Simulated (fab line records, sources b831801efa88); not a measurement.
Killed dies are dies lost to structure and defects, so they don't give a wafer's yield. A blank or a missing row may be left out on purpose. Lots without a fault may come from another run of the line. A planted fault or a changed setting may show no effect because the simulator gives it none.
fab line records | flow sky130
record lots=6 wafers=18 last_day=50
route steps=708 shown SONOS_ONO@186 GATE_OXIDE@187 PAD_OPEN@708
lots that met no fault: from a run of the same line without faults
start_h: hours from the record's first day to the start of the lot's first wafer shown | wait_h: hours since the lot's step before | " the same as in the row above | L1.1+2: a row that stands for several wafers | - no value, or no start given | * or withheld: withheld | < > ~ a bound
route shown NAME@n: a module of which the file shows steps, and the number in the route of the first | usual: mean/standard deviation of fault-free wafers | same: alike in all rows | chamber/n: place in a boat | sites: the reading at each site | _std_site: their standard deviation | _edge_site: outer sites' mean less inner sites' | radius_mm: how far each site lies from the wafer's centre | mask NAME#n: copy n | behind: the tool/chamber that last shaped the wafer | hold: why the lot was held/for how many hours/how that ended | device: the transistor (n, p or np) that didn't switch | end of line: the same wafers' tests at the end of the route | a step without rows: its recipe alone | killed: dies lost to structure and defects at the first sort, not the wafer's yield | map: a wafer's dies, x killed, . not, _ none there
set.NAME: the setting as run; set.NAME@STEP: as run at that earlier step | model.NAME: the simulator's own value behind a step, which no gauge read
lots at some steps of the route; a table a step, a row a wafer
services: from which hour (start_h, from the record's first day; less than 0 if before it) a tool's chamber was out of use, for how many hours, and why
## steps
# step SKY_SONOS_ONO_WET_ETCH_18
# recipe chemistry=H3PO4 target_depth_nm=15 target=Si3N4 temp_c=160 time_s=172
# step SKY_GATE_OXIDE_CLEAN_00
# recipe chemistry=SC1/SC2 mix=1:4:20 temp_c=70 time_s=150 dry=n2_spin
# step SKY_GATE_OXIDE_OXIDATION_01
# recipe temp_c=900 ambient=O2 stabilise_s=600 purge_s=300 target_thk_a=102.68 ox_time_s=1473
# step SKY_GATE_OXIDE_THK_MEAS_02
# recipe reads=SiO2_of_GATE_OXIDE_OXIDATION_01
# usual GATE_OXIDE_OXIDATION_00_THK=10.28/0.19
# columns lot.wafer tool chamber start_h wait_h GATE_OXIDE_OXIDATION_00_THK[nm]
L787.2 film_metro-01 - 324.12 0.0 10.29
L787.3 " - " " 10.39
L787.6 " - " " 10.39
L789.2 film_metro-03 - 325.53 0.0 10.50
L789.3 " - " " 10.69
L789.6 " - " " 10.54
L790.2 film_metro-04 - 343.05 0.0 10.39
L790.4 " - " " 10.45
L790.6 " - " " 10.51
L791.1 film_metro-04 - 360.29 0.0 10.11
L791.2 " - " " 10.25
L791.5 " - " " 10.24
L803.1 film_metro-03 - 452.14 0.0 10.49
L803.2 " - " " 10.46
L803.5 " - " " 10.47
L805.3 film_metro-01 - 466.95 0.0 10.39
L805.4 " - " " 10.32
L805.6 " - " " 10.28
# step SKY_GATE_OXIDE_DEHYDRATE_03
# recipe temp_c=200 time_s=60
# step SKY_GATE_OXIDE_HMDS_04
# recipe prime_time_s=60 prime_temp_c=120
# step SKY_GATE_OXIDE_COAT_05
# recipe resist=NOVOLAK spin_rpm=3000 resist_thk_nm=1140
# step SKY_GATE_OXIDE_SOFTBAKE_06
# recipe temp_c=90 time_s=60 resist=NOVOLAK
# step SKY_GATE_OXIDE_EXPOSE_07
# recipe mask_id=LVOM na=0.6 source_shape=conventional sigma_outer=0.6 polarization=unpolarized target_cd_nm=600 dose_mj=170
# step SKY_GATE_OXIDE_PEB_08
# recipe temp_c=withheld time_s=* resist=NOVOLAK
# step SKY_GATE_OXIDE_DEVELOP_09
# recipe resist=NOVOLAK developer=TMAH develop_time_s=60 dev_temp_c=23
# step SKY_GATE_OXIDE_OVL_MEAS_10
# usual GATE_OXIDE_OVL=-0.2/1.1
# columns lot.wafer tool chamber start_h wait_h GATE_OXIDE_OVL[nm]
L787.2 overlay-02 - 351.04 0.1 0.9
L787.3 " - " " -1.3
L787.6 " - " " -0.8
L789.2 overlay-02 - 352.51 0.1 1.6
L789.3 " - " " -1.1
L789.6 " - " " -0.3
L790.2 overlay-02 - 370.91 0.1 -0.6
L790.4 " - " " -0.6
L790.6 " - " " -1.1
L791.1 overlay-02 - 387.44 0.1 -0.2
L791.2 " - " " -1.1
L791.5 " - " " 0.7
L803.1 overlay-02 - 481.43 0.1 -1.5
L803.2 " - " " -0.8
L803.5 " - " " -2.7
L805.3 overlay-02 - 496.80 0.1 -2.7
L805.4 " - " " -1.8
L805.6 " - " " -1.6
# step SKY_GATE_OXIDE_IMPLANT_11
# recipe species=B energy_kev=10 dose_cm2=2.6e+12 tilt_deg=withheld
# usual dose_ions_cm2=2.6002e+12/2.4e+09 faraday_current_uA=14.6/0.33
# columns lot.wafer tool chamber start_h wait_h dose_ions_cm2 faraday_current_uA
L787.2 implanter-03 0 351.10 0.0 2.6029e+12 14.6
L787.3 " 0 " " 2.6009e+12 14.8
L787.6 " 0 " " 2.6e+12 14.5
L789.2 implanter-02 0 352.56 0.0 2.6029e+12 14.8
L789.3 " 0 " " 2.6008e+12 14.4
L789.6 " 0 " " 2.5985e+12 14.6
L790.2 implanter-03 0 370.96 0.0 1.8235e+12 10.3
L790.4 " 0 " " 1.8299e+12 10.3
L790.6 " 0 " " 1.8248e+12 10.1
L791.1 implanter-03 0 387.47 0.0 1.8251e+12 9.9
L791.2 " 0 " " 1.8246e+12 10.1
L791.5 " 0 " " 1.8273e+12 9.9
L803.1 implanter-04 0 481.47 0.0 2.5996e+12 14.4
L803.2 " 0 " " 2.5989e+12 14.9
L803.5 " 0 " " 2.6014e+12 14.7
L805.3 implanter-04 0 496.87 0.1 2.599e+12 14.7
L805.4 " 0 " " 2.6021e+12 14.8
L805.6 " 0 " " 2.6042e+12 15.3
# step SKY_GATE_OXIDE_WET_ETCH_12
# recipe chemistry=dHF target_depth_nm=16.8 dry=n2_spin target=SiO2 dilution=100:1 temp_c=25 time_s=336
# step SKY_GATE_OXIDE_STRIP_13
# recipe chemistry=O2/N2 power_w=1400 pressure_mtorr=1500 platen_temp_c=withheld o2_flow_sccm=3000 n2_flow_sccm=300 overash_fraction=0.5
# usual drypump_motor_current_A=5.5/0.6 oes_product_au=0.716/0.0047 strip_time_to_endpoint_s=14.17/0.047
# columns lot.wafer tool chamber start_h wait_h drypump_motor_current_A oes_product_au rf_hours_counter_h strip_time_to_endpoint_s
L787.2 plasma_asher-04 0 351.32 0.0 6.3 0.718 67 14.12
L787.3 " 0 " " 6.4 0.714 - 14.11
L787.6 " 1 " " 4.9 0.717 - 14.12
L789.2 plasma_asher-04 1 352.79 0.0 4.9 0.711 67 14.23
L789.3 " 0 " " 6.4 0.721 - 14.24
L789.6 " 1 " " 4.8 0.720 - 14.22
L790.2 plasma_asher-04 0 371.20 0.0 6.3 0.713 70 14.23
L790.4 " 0 " " 6.4 0.709 - 14.22
L790.6 " 0 " " 6.3 0.716 - 14.20
L791.1 plasma_asher-02 1 387.72 0.0 5.0 0.715 65 14.19
L791.2 " 0 " " 5.2 0.720 65 14.19
L791.5 " 0 " " 5.2 0.712 - 14.19
L803.1 plasma_asher-03 1 481.73 0.0 6.2 0.717 67 14.10
L803.2 " 0 " " 5.7 0.713 67 14.11
L803.5 " 0 " " 5.6 0.723 - 14.09
L805.3 plasma_asher-03 0 497.11 0.0 5.7 0.710 - 14.22
L805.4 " 1 " " 6.2 0.718 - 14.27
L805.6 " 0 " " 5.7 0.715 - 14.26
# step SKY_GATE_OXIDE_TW_MEAS_14
# usual GATE_OXIDE_TW=226.0/2
# columns lot.wafer tool chamber start_h wait_h GATE_OXIDE_TW
L787.2 film_metro-01 - 351.43 0.1 226.2
L787.3 " - " " 225.6
L787.6 " - " " 225.1
L789.2 film_metro-01 - 352.90 0.1 225.7
L789.3 " - " " 226.0
L789.6 " - " " 225.5
L790.2 film_metro-03 - 371.31 0.1 200.6
L790.4 " - " " 202.1
L790.6 " - " " 200.7
L791.1 film_metro-04 - 387.82 0.1 207.9
L791.2 " - " " 206.4
L791.5 " - " " 207.5
L803.1 film_metro-04 - 481.83 0.1 226.5
L803.2 " - " " 228.6
L803.5 " - " " 227.8
L805.3 film_metro-03 - 497.19 0.1 224.3
L805.4 " - " " 223.6
L805.6 " - " " 223.4
# step SKY_GATE_OXIDE_CLEAN_15
# recipe chemistry=SC1/SC2 mix=1:4:20 temp_c=70 time_s=150 dry=n2_spin
# step SKY_PAD_OPEN_PROBE_99
# usual killed_at_M0_to_M3=45/7.5 killed_at_M4_up=3.2/1.8 killed_at_contacts=24/4.9 killed_at_front_end=15/4.4 killed_at_other=0.3/0.54 killed_dies=87/9.8 killed_open=47/6.4 killed_short=40/6.5
# same gross_dies=492 killed_at_back_side=0
# columns lot.wafer tool chamber start_h wait_h killed_at_M0_to_M3 killed_at_M4_up killed_at_contacts killed_at_front_end killed_at_other killed_dies killed_open killed_short model.etest.tip_p.rs_ohm_sq model.etest.pfet_01v8.r_on_ohm_um model.etest.nfet_01v8_lvt.drive_ua_um model.etest.nfet_01v8.drive_ua_um model.etest.nfet_01v8_swapped.drive_ua_um model.etest.nfet_01v8_turned.drive_ua_um model.etest.sram_nfet_pass.drive_ua_um model.etest.nfet_01v8.r_on_ohm_um
L787.2 prober-01 - 1108.36 0.1 36 4 20 11 0 71 43 28 6919 2879 581.9 509 508.2 515.8 505.6 816
L787.3 prober-01 - 1108.41 0.2 45 4 29 13 2 93 52 41 6945 2870 601.3 527.1 526.6 528.4 509.5 800.2
L787.6 prober-01 - 1108.56 0.2 45 5 21 11 0 82 43 39 6868 2859 593.7 520.8 524.4 522.1 524.7 808.7
L789.2 prober-02 - 1110.22 0.1 48 1 21 4 0 74 46 28 6612 2853 574.2 505.9 508.7 503.8 492.9 828.6
L789.3 prober-02 - 1110.27 0.2 39 5 16 20 0 80 44 36 6703 2818 556.1 496.6 492.6 493.5 472.5 842.7
L789.6 prober-02 - 1110.42 0.2 48 3 22 19 0 92 46 45 6656 2912 566 495.4 495.6 491.9 476.3 857.8
L790.2 prober-02 - 1128.39 0.1 45 4 16 17 0 82 44 38 7229 3225 612.4 533.6 531 531.1 517.3 811.9
L790.4 prober-02 - 1128.49 0.2 53 2 38 5 0 98 59 39 7196 3150 631.8 550.7 551.7 547.5 537.1 784.5
L790.6 prober-02 - 1128.59 0.2 49 6 22 20 0 97 53 44 7283 3220 618.2 543.3 548.8 546 529.5 798.9
L791.1 prober-01 - 1135.51 0.1 36 6 22 14 0 78 44 33 7345 3177 624.2 542.7 545 546.4 534.2 782.8
L791.2 prober-01 - 1135.56 0.1 44 6 26 10 0 86 50 33 7360 3265 621 552.1 546.6 546.2 525.5 791.4
L791.5 prober-01 - 1135.71 0.2 50 3 28 12 0 93 50 38 7338 3186 621.5 539.8 533.8 536.5 515.7 794.8
L803.1 prober-01 - 1189.19 0.1 44 0 21 15 0 80 46 34 7024 2944 566.6 490 494.4 497.7 486.1 848.7
L803.2 prober-01 - 1189.24 0.1 35 3 27 10 0 75 37 37 7025 2959 558 486.7 488.8 485.5 485.4 856.5
L803.5 prober-01 - 1189.39 0.2 28 4 29 12 0 73 42 31 7034 3009 563.4 489.2 490.9 489.2 486.7 852.6
L805.3 prober-02 - 1197.69 0.2 37 4 24 17 0 82 46 36 6878 2889 544.3 470.8 475.8 476.5 467.1 866.2
L805.4 prober-02 - 1197.74 0.2 39 2 29 12 1 83 46 37 6830 2882 541.7 476 476.8 475.9 462.6 866.8
L805.6 prober-02 - 1197.84 0.2 41 4 26 11 0 82 42 40 6846 2888 559.8 493.4 491.4 491.9 486.1 840.5
# killed by level:class
L787.2 CONTACT:geometric_particle:open=8 VIA1:geometric_particle:open=8 VIA3:geometric_particle:open=6 LI_CONTACT:geometric_particle:short=5 VIA2:geometric_particle:open=5 VIA1:geometric_particle:short=5 LI_CONTACT:geometric_particle:open=4 FIELD_ISO:geometric_particle:open=3
L787.3 VIA1:geometric_particle:open=11 LI_CONTACT:geometric_particle:open=9 CONTACT:geometric_particle:open=9 VIA3:geometric_particle:open=8 VIA2:geometric_particle:open=7 METAL1:geometric_particle:short=6 LOCAL_INTERCONNECT:geometric_particle:short=5 VIA1:geometric_particle:short=5
L787.6 VIA2:geometric_particle:open=9 VIA1:geometric_particle:open=8 METAL2:geometric_particle:short=8 CONTACT:geometric_particle:open=7 METAL1:geometric_particle:short=7 VIA3:geometric_particle:open=7 LOCAL_INTERCONNECT:geometric_particle:short=6 FIELD_ISO:geometric_particle:short=5
L789.2 VIA1:geometric_particle:open=13 VIA3:geometric_particle:open=11 LI_CONTACT:geometric_particle:open=6 LOCAL_INTERCONNECT:geometric_particle:short=5 VIA1:geometric_particle:short=4 METAL2:geometric_particle:short=4 VIA2:geometric_particle:open=4 VIA3:geometric_particle:short=4
L789.3 VIA2:geometric_particle:open=8 FIELD_ISO:geometric_particle:short=7 VIA3:geometric_particle:open=7 VIA1:geometric_particle:open=6 FIELD_ISO:geometric_particle:open=5 CONTACT:geometric_particle:short=5 CONTACT:geometric_particle:open=5 METAL2:geometric_particle:short=5
L789.6 VIA1:geometric_particle:open=12 CONTACT:geometric_particle:open=10 METAL1:geometric_particle:short=9 FIELD_ISO:geometric_particle:open=6 LOCAL_INTERCONNECT:geometric_particle:short=6 FIELD_ISO:geometric_particle:short=5 VIA3:geometric_particle:short=5 VIA2:geometric_particle:short=4
L790.2 VIA1:geometric_particle:open=10 FIELD_ISO:geometric_particle:short=7 LI_CONTACT:geometric_particle:open=7 METAL2:geometric_particle:short=7 METAL1:geometric_particle:short=7 VIA2:geometric_particle:open=6 VIA1:geometric_particle:short=6 FIELD_ISO:geometric_particle:open=4
L790.4 CONTACT:geometric_particle:open=14 VIA1:geometric_particle:open=13 VIA2:geometric_particle:open=10 LI_CONTACT:geometric_particle:open=9 CONTACT:geometric_particle:short=8 LOCAL_INTERCONNECT:geometric_particle:short=6 METAL2:geometric_particle:short=5 VIA1:geometric_particle:short=5
L790.6 CONTACT:geometric_particle:open=13 VIA1:geometric_particle:open=9 VIA2:geometric_particle:open=9 POLY_GATE:geometric_particle:open=6 VIA1:geometric_particle:short=6 METAL4:geometric_particle:short=6 FIELD_ISO:geometric_particle:short=5 LI_CONTACT:geometric_particle:open=4
L791.1 VIA1:geometric_particle:open=8 FIELD_ISO:geometric_particle:short=7 VIA3:geometric_particle:open=7 LI_CONTACT:geometric_particle:open=7 CONTACT:geometric_particle:open=6 VIA2:geometric_particle:open=6 VIA1:geometric_particle:short=5 FIELD_ISO:geometric_particle:open=4
L791.2 VIA1:geometric_particle:open=10 LI_CONTACT:geometric_particle:open=9 VIA2:geometric_particle:open=8 CONTACT:geometric_particle:open=7 METAL2:geometric_particle:short=7 VIA3:geometric_particle:open=7 CONTACT:geometric_particle:short=5 POLY_GATE:geometric_particle:open=4
L791.5 CONTACT:geometric_particle:open=14 VIA1:geometric_particle:open=11 VIA2:geometric_particle:open=8 VIA3:geometric_particle:short=7 LI_CONTACT:geometric_particle:open=5 VIA3:geometric_particle:open=5 LI_CONTACT:geometric_particle:short=4 LOCAL_INTERCONNECT:geometric_particle:short=4
L803.1 CONTACT:geometric_particle:open=9 VIA3:geometric_particle:open=9 VIA1:geometric_particle:open=8 VIA2:geometric_particle:short=7 VIA1:geometric_particle:short=7 CONTACT:geometric_particle:short=5 FIELD_ISO:geometric_particle:open=4 LI_CONTACT:geometric_particle:open=4
L803.2 CONTACT:geometric_particle:open=13 METAL2:geometric_particle:short=8 VIA1:geometric_particle:open=7 CONTACT:geometric_particle:short=6 VIA2:geometric_particle:short=6 LI_CONTACT:geometric_particle:open=5 VIA3:geometric_particle:short=4 VIA3:geometric_particle:open=4
L803.5 LI_CONTACT:geometric_particle:open=9 CONTACT:geometric_particle:open=8 VIA1:geometric_particle:short=6 CONTACT:geometric_particle:short=6 VIA3:geometric_particle:open=5 VIA2:geometric_particle:open=5 FIELD_ISO:geometric_particle:short=4 VIA1:geometric_particle:open=4
L805.3 VIA1:geometric_particle:open=14 LI_CONTACT:geometric_particle:open=8 LOCAL_INTERCONNECT:geometric_particle:short=8 FIELD_ISO:geometric_particle:short=6 CONTACT:geometric_particle:open=6 POLY_GATE:geometric_particle:short=4 METAL1:geometric_particle:short=4 METAL2:geometric_particle:short=4
L805.4 CONTACT:geometric_particle:open=13 VIA1:geometric_particle:open=11 FIELD_ISO:geometric_particle:short=6 VIA3:geometric_particle:open=6 CONTACT:geometric_particle:short=5 LOCAL_INTERCONNECT:geometric_particle:short=5 LI_CONTACT:geometric_particle:short=4 METAL1:geometric_particle:short=4
L805.6 CONTACT:geometric_particle:open=13 METAL1:geometric_particle:short=8 VIA1:geometric_particle:open=7 LI_CONTACT:geometric_particle:open=6 METAL2:geometric_particle:short=6 VIA2:geometric_particle:open=6 FIELD_ISO:geometric_particle:short=5 FIELD_ISO:geometric_particle:open=4
## services
# columns tool chamber start_h hours kind
implanter-02 - 329.02 3.1 pm
implanter-04 - 332.83 4.3 pm
implanter-04 - 340.87 0.6 repair
implanter-02 - 350.05 2.1 repair
plasma_asher-02 - 354.79 15.6 pm
implanter-02 - 376.76 4.0 repair
implanter-04 - 388.61 7.1 pm
plasma_asher-04 - 404.28 1.1 repair
plasma_asher-04 - 421.25 9.0 pm
plasma_asher-04 0 421.25 9.0 vent_cycle
plasma_asher-04 1 421.25 9.0 vent_cycle
plasma_asher-04 0 430.25 - clean
plasma_asher-04 1 430.25 - clean
plasma_asher-03 - 459.58 5.8 repair
plasma_asher-04 - 475.77 2.8 pm
implanter-02 - 496.54 5.2 repair
## key
first_sign step=SKY_GATE_OXIDE_IMPLANT_11 reading=dose_ions_cm2 direction=down sigmas=99+ usual=* struck=*
effect step=SKY_GATE_OXIDE_IMPLANT_11 reading=faraday_current_uA direction=down sigmas=14 usual=14.6 struck=10.1
effect step=SKY_GATE_OXIDE_TW_MEAS_14 reading=GATE_OXIDE_TW direction=down sigmas=11 usual=226.0 struck=204.2
model_effect step=SKY_PAD_OPEN_PROBE_99 value=etest.tip_p.rs_ohm_sq without=6902 struck=7292
met_at SKY_GATE_OXIDE_IMPLANT_11
struck_wafers L790.2,L790.4,L790.6,L791.1,L791.2,L791.5
tester_left_out L790,L791
onset_between 351.10 370.96
fault kind=process_parameter_drift tool=implanter-03 chamber=- onset_h=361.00 steps=SKY_GATE_OXIDE_IMPLANT_11 channel=dose_cm2 offset=* shape=step end_h=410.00 acts_in=* stated=*
# tester_left_out: of these lots the tester's yield and bins aren't shown, on N5 and GAA mostly nor the transistor test; their killed dies are dies lost to structure and defects alone, not to doping, threshold or leakage, so they don't give the yield
